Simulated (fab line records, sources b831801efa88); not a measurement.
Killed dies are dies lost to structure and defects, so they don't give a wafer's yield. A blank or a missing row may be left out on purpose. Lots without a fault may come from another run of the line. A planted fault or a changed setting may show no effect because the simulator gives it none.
Tool commonality check | flow gf180mcu | 13 lots, 45 wafers sampled

WHY IT WAS OPENED
At GF_VT_IMPLANT_TW_MEAS_21 the reading VT_IMPLANT_2_TW is flagged on 2 of 13 lots. Wafers without a fault read 1208, standard deviation 4.9.
Rule: a lot is flagged when every wafer of it that has a number lies more than 4 standard deviations from that mean, or none has a number. The other lots count as sound.

lot  | measured     | on            | VT_IMPLANT_2_TW, wafer by wafer | flag
L706 | day 6 05:55  | film_metro-02 | 1206 1207 1213                  |
L707 | day 6 13:04  | film_metro-01 | 1205 1212 1211                  |
L708 | day 6 18:06  | film_metro-02 | 1207 1210 1215                  |
L709 | day 7 00:38  | film_metro-01 | 1201 1213 1207                  |
L710 | day 7 07:10  | film_metro-01 | 1203 1212 1202                  |
L715 | day 8 15:36  | film_metro-01 | 1213 1210 1205                  |
L718 | day 9 10:19  | film_metro-02 | 1159 1162 1167 1164 1168 1168   | FLAGGED
L720 | day 9 21:22  | film_metro-01 | 1167 1167 1165 1172 1166 1172   | FLAGGED
L721 | day 10 07:36 | film_metro-04 | 1216 1210 1215                  |
L722 | day 10 14:46 | film_metro-04 | 1204 1206 1218                  |
L723 | day 10 18:11 | film_metro-02 | 1211 1210 1206                  |
L728 | day 12 01:18 | film_metro-04 | 1217 1208 1210                  |
L729 | day 12 07:03 | film_metro-01 | 1197 1211 1204                  |
The numbers of the flagged lots are 1166 on average: -42 against the usual, or -8 standard deviations.

WHICH TOOL RAN EACH LOT
The record holds 1 process step before the reading, out of a route of 602 steps. In each cell: the tool, then ch and the chambers that the sampled wafers went through, then the start.
lot  | flag    | GF_VT_IMPLANT_IMPLANT_19
L706 |         | implanter-02 ch 0, day 6 05:42
L707 |         | implanter-03 ch 0, day 6 12:50
L708 |         | implanter-03 ch 0, day 6 17:52
L709 |         | implanter-03 ch 0, day 7 00:23
L710 |         | implanter-01 ch 0, day 7 06:55
L715 |         | implanter-03 ch 0, day 8 15:22
L718 | FLAGGED | implanter-02 ch 0, day 9 10:04
L720 | FLAGGED | implanter-02 ch 0, day 9 21:09
L721 |         | implanter-01 ch 0, day 10 07:21
L722 |         | implanter-01 ch 0, day 10 14:31
L723 |         | implanter-03 ch 0, day 10 17:56
L728 |         | implanter-01 ch 0, day 12 01:04
L729 |         | implanter-03 ch 0, day 12 06:48
What these steps do:
- GF_VT_IMPLANT_IMPLANT_19
- GF_VT_IMPLANT_TW_MEAS_21

FLAGGED OVER TOTAL, TOOL BY TOOL (the gauges that took the reading come last)
step                     | tool          | lots run | flagged | share of the flagged lots | sound lots run after its first flagged lot
GF_VT_IMPLANT_IMPLANT_19 | implanter-01  | 4        | 0       | none                      | -
GF_VT_IMPLANT_IMPLANT_19 | implanter-02  | 3        | 2       | all                       | 0
GF_VT_IMPLANT_IMPLANT_19 | implanter-03  | 6        | 0       | none                      | -
GF_VT_IMPLANT_TW_MEAS_21 | film_metro-01 | 6        | 1       | some                      | 1 (L729)
GF_VT_IMPLANT_TW_MEAS_21 | film_metro-02 | 4        | 1       | some                      | 1 (L723)
GF_VT_IMPLANT_TW_MEAS_21 | film_metro-04 | 3        | 0       | none                      | -

WHAT THE TABLE ALLOWS
1 row of the table ran every flagged lot: implanter-02 at GF_VT_IMPLANT_IMPLANT_19.
- implanter-02 at GF_VT_IMPLANT_IMPLANT_19: 2 of its 3 lots flagged. Its last sound lot is L706 (day 6 05:42), its first flagged lot L718 (day 9 10:04): a fault that began between those two fits. Its own readings lie more than 4 standard deviations out on every wafer of the flagged lots: dose_ions_cm2.
One tool is left: implanter-02 at GF_VT_IMPLANT_IMPLANT_19.

WHAT THE SIMULATOR HAD PUT IN
Process parameter drift: implanter-02, from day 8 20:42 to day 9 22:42, at GF_VT_IMPLANT_IMPLANT_19. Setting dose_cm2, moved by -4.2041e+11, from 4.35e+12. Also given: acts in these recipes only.
Lots struck among those shown: L718, L720. The rule above found the same.
